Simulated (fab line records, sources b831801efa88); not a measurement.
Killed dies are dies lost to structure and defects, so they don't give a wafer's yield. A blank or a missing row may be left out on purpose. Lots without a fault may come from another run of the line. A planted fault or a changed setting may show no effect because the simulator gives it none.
Problem report in the 8D (eight disciplines) form, filled by code | flow sky130 | the parts of the form that need people (team, actions taken, sign-off) are left out

1. THE PROBLEM
cd_nm at SKY_LOCAL_INTERCONNECT_CD_MEAS_11 reads a mean of 57.7 nm on 2 wafers of 2 lots; wafers without a fault read 170.3 nm with a standard deviation of 1.7. That is -66 standard deviations from the usual mean.
The step: target cd 170 nm.
First seen on wafer L614.5, day 35 02:39, on cd_sem-01. The record holds 41 wafers of 14 lots with a number at this step. Rule for "out", or "out of limits": more than 4 standard deviations from the usual mean. The other wafers with a number count as sound.

2. WHAT IT IS AND WHAT IT IS NOT
question                    | is                   | is not
which readings at this step | cd_nm                | -
which lots                  | L614, L615           | L600, L601, L602, L603, L606, L607, L608, L609, L610, L611, L612, L613
which wafers of those lots  | L614.5, L615.3       | L614.1, L614.4, L615.1
read on which gauges        | cd_sem-01, cd_sem-02 | -
when                        | from day 35 02:39    | up to then (38 sound wafers); but 1 sound wafer of L615 came after

3. SUSPECTS, AND WHAT RULES EACH OUT
Counting: a tool at a process step up to the reading stays a suspect if it ran every lot that is out. Sound lots after the first of them don't rule it out here, since some wafers of a struck lot are sound.
- the gauge at SKY_LOCAL_INTERCONNECT_CD_MEAS_11: ruled out. The wafers that are out were read on 2 gauges (cd_sem-01, cd_sem-02).
- krf_scanner-01 at SKY_LOCAL_INTERCONNECT_EXPOSE_08 (exposes mask LI1M, target cd 170 nm): kept. It ran every lot that is out, first L614 (day 34 12:54); its last sound lot up to then is L613 (day 33 21:43).
Left after counting: krf_scanner-01 at SKY_LOCAL_INTERCONNECT_EXPOSE_08.

4. THE CAUSE (what the simulator had put in)
Process parameter drift: krf_scanner-01, from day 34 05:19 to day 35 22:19, at SKY_LOCAL_INTERCONNECT_EXPOSE_08. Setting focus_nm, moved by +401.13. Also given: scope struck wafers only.
Counting left only this tool.

5. THE CHAIN OF EFFECTS, in route order
Each row: a reading whose mean over the struck wafers that have a number lies more than 3 standard deviations from the usual. Only readings for which the record gives a usual standard deviation are gone through. hours: the time from each lot's start at the first step in this table that gives one to its start at this step, as a median over the lots. sigmas: the change in usual standard deviations.
hours | step                              | reading | usual    | on struck wafers | change | sigmas
0     | SKY_LOCAL_INTERCONNECT_CD_MEAS_11 | cd_nm   | 170.3 nm | 57.7             | -112.7 | -66

6. WHAT WOULD HAVE CAUGHT IT SOONER
In this record the first reading out of limits at a measuring or inspecting step was taken at day 35 02:39, 21 hours after the fault began at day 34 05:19.
Of the lots that are out (2), L615 began SKY_LOCAL_INTERCONNECT_EXPOSE_08 on krf_scanner-01 after day 35 02:39. A hold on the tool at that time would have spared it.
